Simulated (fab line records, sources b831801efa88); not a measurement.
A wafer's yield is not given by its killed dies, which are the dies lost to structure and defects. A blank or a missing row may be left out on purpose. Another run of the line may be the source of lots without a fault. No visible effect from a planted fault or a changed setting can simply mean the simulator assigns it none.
fab line records    flow sky130
record lots=6  wafers=18  lastDay=50
route steps=708 shown LDD_HVP@288 LDD_LDN@289 PAD_OPEN@708
lots that met no fault: taken from a fault-free run of the same line
startH: start of the lot's first displayed wafer, in hours after the record's first day    waitH: how many hours have passed since the lot's step before this one    " repeats the value in the row above    L1.1+2: one row covering several wafers at once    - either no value or no given start    * or withheld: withheld    < > ~ a bound
route shown NAME@n: names a module that has steps shown in the file, with the first one's number in the route    usual: mean/standard deviation of fault-free wafers    same: alike in all rows    chamber/n: place in a boat    sites: the reading at each site    _std_site: the standard deviation of these    _edge_site: the outer-site mean with the inner-site mean subtracted    radiusMm: for every site, how far away it sits from the centre of the wafer    mask NAME#n: copy n    behind: the most recent tool/chamber to have shaped the wafer    hold: reason for holding the lot/hours on hold/outcome of the hold    device: the transistor (n, p or np) that didn't switch    end of line: tests of these same wafers at the route's end    for a step that has no rows: nothing shown but its recipe    killed: the dies lost at the first sort to structure and to defects; this is not the yield of the wafer    map: per-die view of a wafer (x killed, . not killed, _ where there is no die)
set.NAME: setting as actually run; set.NAME@STEP: the setting as run at that earlier step    model.NAME: the simulator's own value behind a step, which no gauge read
lots seen at some steps along the route; tables by step, rows by wafer
services: the hour from which a tool's chamber was out of use, counted from the record's first day as startH (under 0 if before that day), plus the number of hours and why
## steps
# step SKY_LDD_HVP_TW_MEAS_10
# usual LDD_HVP_TW=461.6/2.9
lot.wafer  tool          chamber  startH  waitH  LDD_HVP_TW
L450.1     filmMetro-01  -        508.62  0.1    457.5
L450.5     "             -        "       "      459.0
L450.6     "             -        "       "      462.3
L455.1     filmMetro-01  -        546.06  0.1    465.1
L455.2     "             -        "       "      467.1
L455.6     "             -        "       "      463.3
L458.1     filmMetro-04  -        579.82  0.1    461.5
L458.2     "             -        "       "      464.8
L458.5     "             -        "       "      463.3
L461.1     filmMetro-01  -        597.32  0.1    460.0
L461.2     "             -        "       "      462.8
L461.3     "             -        "       "      459.1
L465.2     filmMetro-04  -        637.72  0.1    462.2
L465.3     "             -        "       "      462.6
L465.5     "             -        "       "      463.7
L470.1     filmMetro-04  -        670.26  0.1    466.5
L470.2     "             -        "       "      464.2
L470.5     "             -        "       "      467.5
# step SKY_LDD_LDN_DEHYDRATE_00
# recipe tempC=200  timeS=60
# step SKY_LDD_LDN_HMDS_01
# recipe primeTimeS=60  primeTempC=120
# step SKY_LDD_LDN_COAT_02
# recipe resist=NOVOLAK  spinRpm=3000  resistThkNm=1140
# step SKY_LDD_LDN_SOFTBAKE_03
# recipe tempC=90  timeS=60  resist=NOVOLAK
# step SKY_LDD_LDN_EXPOSE_04
# recipe maskId=LDNTM  na=0.6  sourceShape=conventional  sigmaOuter=0.6  polarization=unpolarized  targetCdNm=700  doseMj=140
# step SKY_LDD_LDN_PEB_05
# recipe tempC=withheld  timeS=*  resist=NOVOLAK
# step SKY_LDD_LDN_DEVELOP_06
# recipe resist=NOVOLAK  developer=TMAH  developTimeS=60  devTempC=23
# step SKY_LDD_LDN_OVL_MEAS_07
# usual LDD_LDN_OVL=0.1/1.5
lot.wafer  tool        chamber  startH  waitH  LDD_LDN_OVL[nm]
L450.1     overlay-01  -        539.34  0.1    -1.3
L450.5     "           -        "       "      -4.1
L450.6     "           -        "       "      -2.2
L455.1     overlay-02  -        575.34  0.1    0.7
L455.2     "           -        "       "      -2.1
L455.6     "           -        "       "      -0.4
L458.1     overlay-01  -        608.58  0.1    -2.0
L458.2     "           -        "       "      -2.1
L458.5     "           -        "       "      -0.8
L461.1     overlay-01  -        626.44  0.1    -1.1
L461.2     "           -        "       "      -0.3
L461.3     "           -        "       "      1.2
L465.2     overlay-01  -        666.34  0.1    0.0
L465.3     "           -        "       "      1.0
L465.5     "           -        "       "      0.8
L470.1     overlay-01  -        698.13  0.1    0.1
L470.2     "           -        "       "      -3.5
L470.5     "           -        "       "      -0.1
# step SKY_LDD_LDN_IMPLANT_08
# recipe species=As  energyKev=15  doseCm2=1.25e+13  tiltDeg=withheld  rotationDeg=23
# step SKY_LDD_LDN_IMPLANT_09
# recipe species=As  energyKev=15  doseCm2=1.25e+13  tiltDeg=withheld  rotationDeg=113
# step SKY_LDD_LDN_IMPLANT_10
# recipe species=As  energyKev=15  doseCm2=1.25e+13  tiltDeg=withheld  rotationDeg=203
# step SKY_LDD_LDN_IMPLANT_11
# recipe species=As  energyKev=15  doseCm2=1.25e+13  tiltDeg=withheld  rotationDeg=293
# usual beamEnergyKeV=14.999/0.0049  beamOnS=10.01/0.2
lot.wafer  tool          chamber  startH  waitH  beamEnergyKeV  beamOnS  model.implant.rpNm  model.implant.drpNm
L450.1     implanter-03  0        539.82  0.1    14.999         9.93     12.91               5.933
L450.5     "             0        "       "      14.993         9.93     12.91               5.933
L450.6     "             0        "       "      14.998         10.06    12.91               5.933
L455.1     implanter-04  0        575.82  0.1    15.002         10.09    13.3                5.933
L455.2     "             0        "       "      15.004         10.05    13.3                5.933
L455.6     "             0        "       "      14.999         10.13    13.3                5.933
L458.1     implanter-04  0        609.07  0.1    17.434         10.07    14.65               6.563
L458.2     "             0        "       "      17.426         9.99     14.65               6.563
L458.5     "             0        "       "      17.436         10.21    14.65               6.563
L461.1     implanter-04  0        626.92  0.1    17.426         10.15    14.19               6.563
L461.2     "             0        "       "      17.432         10.10    14.19               6.563
L461.3     "             0        "       "      17.424         9.79     14.19               6.563
L465.2     implanter-02  0        666.84  0.1    15.006         9.68     13.15               5.933
L465.3     "             0        "       "      15.006         10.24    13.15               5.933
L465.5     "             0        "       "      15.002         9.69     13.15               5.933
L470.1     implanter-02  0        698.62  0.1    14.999         9.92     12.96               5.933
L470.2     "             0        "       "      14.997         10.07    12.96               5.933
L470.5     "             0        "       "      15.005         10.19    12.96               5.933
# step SKY_LDD_LDN_STRIP_12
# recipe chemistry=O2/N2  powerW=1400  pressureMtorr=1500  platenTempC=withheld  o2FlowSccm=3000  n2FlowSccm=300  overashFraction=0.5
# usual drypumpMotorCurrentA=5.8/0.35  oesProductAu=0.716/0.0041  stripTimeToEndpointS=14.18/0.036
lot.wafer  tool            chamber  startH  waitH  drypumpMotorCurrentA  oesProductAu  rfHoursCounterH  stripTimeToEndpointS
L450.1     plasmaAsher-02  1        539.97  0.1    5.8                   0.712         11               14.16
L450.5     "               1        "       "      5.9                   0.720         -                14.16
L450.6     "               0        "       "      5.6                   0.719         -                14.14
L455.1     plasmaAsher-01  0        575.97  0.1    5.5                   0.714         47               14.20
L455.2     "               1        "       "      6.1                   0.713         47               14.19
L455.6     "               1        "       "      6.1                   0.710         -                14.27
L458.1     plasmaAsher-03  1        609.22  0.1    6.3                   0.715         79               14.14
L458.2     "               0        "       "      5.2                   0.722         79               14.21
L458.5     "               1        "       "      6.3                   0.706         -                14.18
L461.1     plasmaAsher-01  1        627.07  0.1    6.1                   0.717         53               14.16
L461.2     "               0        "       "      5.5                   0.720         53               14.24
L461.3     "               0        "       "      5.5                   0.713         -                14.22
L465.2     plasmaAsher-01  1        666.97  0.1    6.1                   0.717         57               14.23
L465.3     "               1        "       "      6.2                   0.718         -                14.24
L465.5     "               1        "       "      6.1                   0.717         -                14.22
L470.1     plasmaAsher-02  0        698.77  0.1    5.6                   0.716         27               14.20
L470.2     "               1        "       "      5.9                   0.710         27               14.19
L470.5     "               0        "       "      5.6                   0.720         -                14.14
# step SKY_PAD_OPEN_PROBE_99
# usual killed_at_M0_to_M3=43/7.7  killed_at_M4_up=2.9/1.7  killedAtContacts=24/5.5  killedAtFrontEnd=15/4  killedAtOther=0.4/0.66  killedDies=86/9.4  killedOpen=47/6.7  killedShort=38/6.2
# same grossDies=492  killedAtBackSide=0
lot.wafer  tool       chamber  startH   waitH  killed_at_M0_to_M3  killed_at_M4_up  killedAtContacts  killedAtFrontEnd  killedAtOther  killedDies  killedOpen  killedShort  model.etest.tipSonos.rsOhmSq
L455.1     prober-02  -        1107.96  0.1    59                  6                22                13                1              101         61          40           2694
L455.2     prober-02  -        1108.01  0.1    39                  7                28                14                0              88          57          31           2652
L455.6     prober-02  -        1108.21  0.2    41                  3                22                24                0              90          43          47           2648
L458.1     prober-01  -        1133.22  0.1    40                  2                28                16                1              87          45          42           2530
L458.2     prober-01  -        1133.27  0.1    45                  5                17                22                1              90          50          40           2474
L458.5     prober-01  -        1133.42  0.2    52                  6                22                10                0              90          50          40           2475
L461.1     prober-02  -        1144.81  0.1    53                  6                26                16                0              101         53          47           2531
L461.2     prober-02  -        1144.86  0.1    40                  0                18                19                1              78          39          39           2558
L461.3     prober-02  -        1144.91  0.2    48                  5                16                12                0              81          41          40           2528
# killed by level:class
L455.1 VIA1:geometricParticle:open=18 CONTACT:geometricParticle:open=12 VIA3:geometricParticle:open=10 VIA2:geometricParticle:open=7 VIA1:geometricParticle:short=7 FIELD_ISO:geometricParticle:open=6 CONTACT:geometricParticle:short=5 METAL1:geometricParticle:short=5
L455.2 CONTACT:geometricParticle:open=16 VIA1:geometricParticle:open=10 VIA3:geometricParticle:open=8 VIA2:geometricParticle:open=6 FIELD_ISO:geometricParticle:short=4 POLY_GATE:geometricParticle:short=4 LI_CONTACT:geometricParticle:open=4 LOCAL_INTERCONNECT:geometricParticle:short=4
L455.6 FIELD_ISO:geometricParticle:short=9 VIA1:geometricParticle:open=8 LI_CONTACT:geometricParticle:open=7 VIA1:geometricParticle:short=7 POLY_GATE:geometricParticle:open=6 LI_CONTACT:geometricParticle:short=5 CONTACT:geometricParticle:short=5 VIA2:geometricParticle:short=5
L458.1 VIA1:geometricParticle:open=11 CONTACT:geometricParticle:open=9 CONTACT:geometricParticle:short=7 VIA1:geometricParticle:short=6 FIELD_ISO:geometricParticle:short=5 LOCAL_INTERCONNECT:geometricParticle:short=5 METAL3:geometricParticle:short=5 VIA3:geometricParticle:open=5
L458.2 VIA1:geometricParticle:open=10 VIA2:geometricParticle:open=7 POLY_GATE:geometricParticle:open=6 CONTACT:geometricParticle:open=6 METAL1:geometricParticle:short=6 FIELD_ISO:geometricParticle:short=5 LI_CONTACT:geometricParticle:open=5 METAL2:geometricParticle:short=5
L458.5 VIA1:geometricParticle:open=16 VIA2:geometricParticle:open=11 METAL2:geometricParticle:short=8 CONTACT:geometricParticle:open=7 LOCAL_INTERCONNECT:geometricParticle:short=5 METAL4:geometricParticle:short=5 VIA1:geometricParticle:short=5 FIELD_ISO:geometricParticle:short=4
L461.1 CONTACT:geometricParticle:open=14 VIA1:geometricParticle:open=11 VIA1:geometricParticle:short=8 LI_CONTACT:geometricParticle:open=7 VIA3:geometricParticle:open=7 METAL1:geometricParticle:short=6 VIA2:geometricParticle:open=6 FIELD_ISO:geometricParticle:short=5
L461.2 VIA1:geometricParticle:open=8 POLY_GATE:geometricParticle:open=6 LOCAL_INTERCONNECT:geometricParticle:short=6 METAL2:geometricParticle:short=6 LI_CONTACT:geometricParticle:open=5 VIA2:geometricParticle:short=5 VIA2:geometricParticle:open=5 FIELD_ISO:geometricParticle:short=4
L461.3 VIA1:geometricParticle:open=12 VIA2:geometricParticle:open=7 METAL1:geometricParticle:short=6 METAL2:geometricParticle:short=6 CONTACT:geometricParticle:short=5 CONTACT:geometricParticle:open=5 VIA3:geometricParticle:short=5 VIA1:geometricParticle:short=5
## services
tool            chamber  startH  hours  kind
implanter-03    -        518.11  3.1    repair
plasmaAsher-02  -        575.01  9.5    repair
implanter-03    -        601.23  0.6    repair
implanter-03    -        603.69  23.2   pm
plasmaAsher-03  -        624.33  12.8   repair
implanter-04    -        627.07  92.0   pm
plasmaAsher-01  -        652.71  3.1    repair
implanter-03    -        668.46  1.4    pm
implanter-03    -        679.77  2.8    pm
implanter-02    -        685.81  1.9    repair
## key
firstSign step=SKY_LDD_LDN_IMPLANT_11  reading=beamEnergyKeV  direction=up  sigmas=99+  usual=*  struck=*
effect none on later readings
modelEffect step=SKY_LDD_LDN_IMPLANT_11  value=implant.rpNm  without=12.97  struck=14.42
modelEffect step=SKY_PAD_OPEN_PROBE_99  value=etest.tipSonos.rsOhmSq  without=2631  struck=2516
metAt SKY_LDD_LDN_IMPLANT_11
struckWafers L458.1,L458.2,L458.5,L461.1,L461.2,L461.3
testerLeftOut L458,L461
onsetBetween 575.82 609.07
fault kind=processParameterDrift  tool=implanter-04  chamber=-  onsetH=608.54  steps=SKY_LDD_LDN_IMPLANT_11  channel=energyKev  offset=*  shape=step  endH=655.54  actsIn=*  stated=*
# testerLeftOut: of these lots the tester's yield and bins aren't shown, on N5 and GAA mostly nor the transistor test; their killed dies are dies lost to structure and defects alone, not to doping, threshold or leakage, so they don't give the yield
